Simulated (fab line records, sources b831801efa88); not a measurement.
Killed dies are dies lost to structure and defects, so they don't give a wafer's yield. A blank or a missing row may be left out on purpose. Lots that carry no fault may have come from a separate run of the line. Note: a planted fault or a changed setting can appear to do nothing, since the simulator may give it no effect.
What tool caused it? | flow gf180mcu | 14 lots, 42 wafers sampled, at 5 steps of a route of 602

## WHAT EACH GAUGE READ, for each wafer
GF_VT_IMPLANT_RS_MEAS_48: a four-point-probe measurement. Usual: for LVPWELL_RS the level is 1197 ohm/sq and the standard deviation is 3.6.
lot  | measured     | on            | LVPWELL_RS (ohm/sq) | flag
L885 | day 7 14:45  | film-metro-03 | 1199 1196 1197      |
L886 | day 8 03:14  | film-metro-01 | 1193 1191 1193      |
L887 | day 8 06:11  | film-metro-03 | 1201 1201 1201      |
L889 | day 8 22:23  | film-metro-03 | 1148 1149 1149      | OFF
L890 | day 9 02:38  | film-metro-02 | 1146 1148 1142      | OFF
L891 | day 9 14:35  | film-metro-01 | 1195 1196 1195      |
L893 | day 10 13:32 | film-metro-01 | 1193 1194 1194      |
L895 | day 10 19:59 | film-metro-03 | 1200 1197 1200      |
L900 | day 12 06:57 | film-metro-03 | 1199 1199 1197      |
L901 | day 12 11:14 | film-metro-03 | 1205 1204 1204      |
L902 | day 12 12:55 | film-metro-01 | 1195 1199 1198      |
L903 | day 12 21:41 | film-metro-01 | 1189 1191 1194      |
L904 | day 13 06:25 | film-metro-03 | 1197 1197 1200      |
L907 | day 13 22:58 | film-metro-01 | 1194 1194 1193      |

GF_HV_LDD_CD_MEAS_07 targets a cd of 400 nm. Usual: 399.6 nm for cd-nm, sd 2.3.
lot  | measured     | on        | cd-nm (nm)        | flag
L885 | day 10 01:07 | cd-sem-01 | 401.9 400.1 401.7 |
L886 | day 10 14:18 | cd-sem-01 | 399.1 398.6 400.1 |
L887 | day 10 16:47 | cd-sem-01 | 401.1 399.7 399.5 |
L889 | day 11 14:14 | cd-sem-01 | 395.4 395.0 393.5 |
L890 | day 11 16:26 | cd-sem-01 | 400.6 401.6 404.2 |
L891 | day 12 03:18 | cd-sem-01 | 402.3 400.9 398.6 |
L893 | day 13 10:16 | cd-sem-02 | 396.9 397.1 396.6 |
L895 | day 13 13:13 | cd-sem-02 | 399.2 398.2 400.0 |
L900 | day 15 05:46 | cd-sem-02 | 396.8 396.9 395.9 |
L901 | day 15 11:53 | cd-sem-01 | 400.8 400.1 400.8 |
L902 | day 15 11:51 | cd-sem-02 | 395.9 396.2 396.6 |
L903 | day 15 23:27 | cd-sem-02 | 402.5 403.0 405.2 |
L904 | day 16 07:52 | cd-sem-02 | 400.8 403.1 401.8 |
L907 | day 17 07:56 | cd-sem-02 | 401.4 401.6 399.2 |

GF_PSD_TW_MEAS_11. Usual: for PSD_TW the level is 3168 and the standard deviation is 21.
lot  | measured     | on            | PSD_TW         | flag
L885 | day 14 04:22 | film-metro-03 | 3169 3176 3197 |
L886 | day 14 21:09 | film-metro-04 | 3150 3159 3157 |
L887 | day 15 01:32 | film-metro-04 | 3149 3141 3142 |
L889 | day 16 06:29 | film-metro-04 | 3155 3143 3145 |
L890 | day 16 06:16 | film-metro-04 | 3147 3143 3147 |
L891 | day 16 21:18 | film-metro-04 | 3159 3175 3157 |
L893 | day 18 02:58 | film-metro-01 | 3164 3171 3180 |
L895 | day 18 03:14 | film-metro-03 | 3175 3182 3186 |
L900 | day 20 05:55 | film-metro-04 | 3123 3143 3131 |
L901 | day 20 11:21 | film-metro-03 | 3182 3184 3189 |
L902 | day 20 10:24 | film-metro-01 | 3174 3188 3172 |
L903 | day 21 00:29 | film-metro-01 | 3191 3195 3176 |
L904 | day 21 09:10 | film-metro-03 | 3188 3199 3191 |
L907 | day 22 12:28 | film-metro-04 | 3142 3125 3153 |

## WHICH TOOL RAN EACH LOT (tool, then ch and the chambers of the sampled wafers, then the start)
lot  | GF_LVPWELL_IMPLANT_09          | GF_HV_LDD_RTA_52
L885 | implanter-02 ch 0, day 4 02:31 | rtp-anneal-02 ch 0, day 12 10:07
L886 | implanter-04 ch 0, day 4 11:11 | rtp-anneal-02 ch 0, day 13 00:57
L887 | implanter-04 ch 0, day 4 12:31 | rtp-anneal-01 ch 0, day 13 04:17
L889 | implanter-04 ch 0, day 5 00:59 | rtp-anneal-02 ch 0, day 14 03:23
L890 | implanter-04 ch 0, day 5 05:02 | rtp-anneal-01 ch 0, day 14 03:41
L891 | implanter-01 ch 0, day 5 16:11 | rtp-anneal-01 ch 0, day 14 17:28
L893 | implanter-02 ch 0, day 6 09:58 | rtp-anneal-02 ch 0, day 16 02:14
L895 | implanter-01 ch 0, day 6 14:28 | rtp-anneal-02 ch 0, day 16 04:23
L900 | implanter-02 ch 0, day 7 19:19 | rtp-anneal-01 ch 0, day 18 02:19
L901 | implanter-02 ch 0, day 7 21:59 | rtp-anneal-02 ch 0, day 18 07:55
L902 | implanter-01 ch 0, day 8 01:26 | rtp-anneal-01 ch 0, day 18 07:37
L903 | implanter-01 ch 0, day 8 07:31 | rtp-anneal-01 ch 0, day 18 20:57
L904 | implanter-02 ch 0, day 8 13:22 | rtp-anneal-01 ch 0, day 19 05:43
L907 | implanter-01 ch 0, day 9 04:11 | rtp-anneal-01 ch 0, day 20 09:41
- GF_LVPWELL_IMPLANT_09
- GF_HV_LDD_RTA_52: time 10 s.

## AS READ BY THE TOOLS THEMSELVES (means over the sampled wafers that have a number; for cases with no such wafer, the mark the record gives instead)
GF_LVPWELL_IMPLANT_09. Usual: beam-on-s 9.98 s, standard deviation 0.19; dose-ions-cm2 5.001e+12, standard deviation 4.7e+09; faraday-current-uA 28.2, standard deviation 0.53.
lot  | tool         | beam-on-s (s) | dose-ions-cm2 | faraday-current-uA | flag
L885 | implanter-02 | 9.97          | 4.998e+12     | 28.3               |
L886 | implanter-04 | 10.01         | 4.999e+12     | 28.1               |
L887 | implanter-04 | 9.92          | 4.999e+12     | 28.5               |
L889 | implanter-04 | 9.95          | 6.270e+12     | 35.5               | OFF
L890 | implanter-04 | 9.99          | 6.266e+12     | 35.4               | OFF
L891 | implanter-01 | 10.07         | 4.997e+12     | 28.0               |
L893 | implanter-02 | 10.00         | 5.002e+12     | 28.3               |
L895 | implanter-01 | 10.03         | 5.004e+12     | 28.2               |
L900 | implanter-02 | 9.77          | 5.001e+12     | 28.8               |
L901 | implanter-02 | 10.07         | 5.003e+12     | 27.9               |
L902 | implanter-01 | 9.93          | 4.998e+12     | 28.3               |
L903 | implanter-01 | 10.00         | 5.000e+12     | 28.2               |
L904 | implanter-02 | 9.86          | 5.002e+12     | 28.6               |
L907 | implanter-01 | 9.74          | 5.003e+12     | 29.0               |

GF_HV_LDD_RTA_52. Usual: chamber-o2-ppm 2.002, standard deviation 0.022; lamp-power-pct 29.4 %, standard deviation 1.4; wafer_temp_C_max 1006.0, standard deviation 1.5.
lot  | tool          | chamber-o2-ppm | lamp-power-pct (%) | wafer_temp_C_max | flag
L885 | rtp-anneal-02 | 2.011          | 27.7               | 1006.4           |
L886 | rtp-anneal-02 | 1.997          | 27.7               | 1007.6           |
L887 | rtp-anneal-01 | 2.022          | 30.6               | 1006.1           |
L889 | rtp-anneal-02 | 2.018          | 27.7               | 1006.3           |
L890 | rtp-anneal-01 | 2.008          | 30.6               | 1005.1           |
L891 | rtp-anneal-01 | 2.000          | 30.6               | 1004.6           |
L893 | rtp-anneal-02 | 2.002          | 27.7               | 1006.4           |
L895 | rtp-anneal-02 | 2.019          | 27.7               | 1006.3           |
L900 | rtp-anneal-01 | 1.988          | 30.6               | 1003.8           |
L901 | rtp-anneal-02 | 1.981          | 27.7               | 1007.7           |
L902 | rtp-anneal-01 | 1.991          | 30.6               | 1005.2           |
L903 | rtp-anneal-01 | 1.972          | 30.6               | 1004.5           |
L904 | rtp-anneal-01 | 2.021          | 30.6               | 1005.3           |
L907 | rtp-anneal-01 | 2.024          | 30.5               | 1004.3           |

## THE ANSWER, worked out from the rows above alone
Rule: a lot counts as off when the mean over its wafers that have a number is more than 3 standard deviations away from the usual mean. Also off: a lot with no number at a reading for which 4 or more lots have one. The other lots that the step has rows for count as sound. Order of review: gauges by route order, followed by the tools' own readings, for which a lot's mean as printed above is used. At the first step where some lot is off, the reading lying furthest off is the one used; lots without a number count as furthest.
Off: L889, L890, at GF_VT_IMPLANT_RS_MEAS_48 (LVPWELL_RS).
If a tool, at a process step before that reading, ran all the lots that are off and no sound lot after the first of them, it fits. Not tried: the gauges at GF_VT_IMPLANT_RS_MEAS_48; whatever is off there is also off at GF_LVPWELL_IMPLANT_09, on other tools, and gauge error can't account for it. One candidate fits, namely implanter-04 at GF_LVPWELL_IMPLANT_09. Its last sound lot is L887 (day 4 12:31), its first lot that is off L889 (day 5 00:59): a fault that began between those two fits.
The tool's own readings at GF_LVPWELL_IMPLANT_09 bear it out: on the lots that are off they differ by more than 5 times the standard deviation of the sound lots' means. dose-ions-cm2 reads 6.268e+12 there against 5.000e+12 on the sound lots; faraday-current-uA reads 35.5 there against 28.4 on the sound lots.

## WHAT WAS PUT IN BY THE SIMULATOR
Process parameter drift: implanter-04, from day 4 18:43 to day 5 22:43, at GF_LVPWELL_IMPLANT_09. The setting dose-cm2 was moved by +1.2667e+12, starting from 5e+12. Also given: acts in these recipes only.
Struck lots among those shown: L889, L890. The rule above reached the same finding.
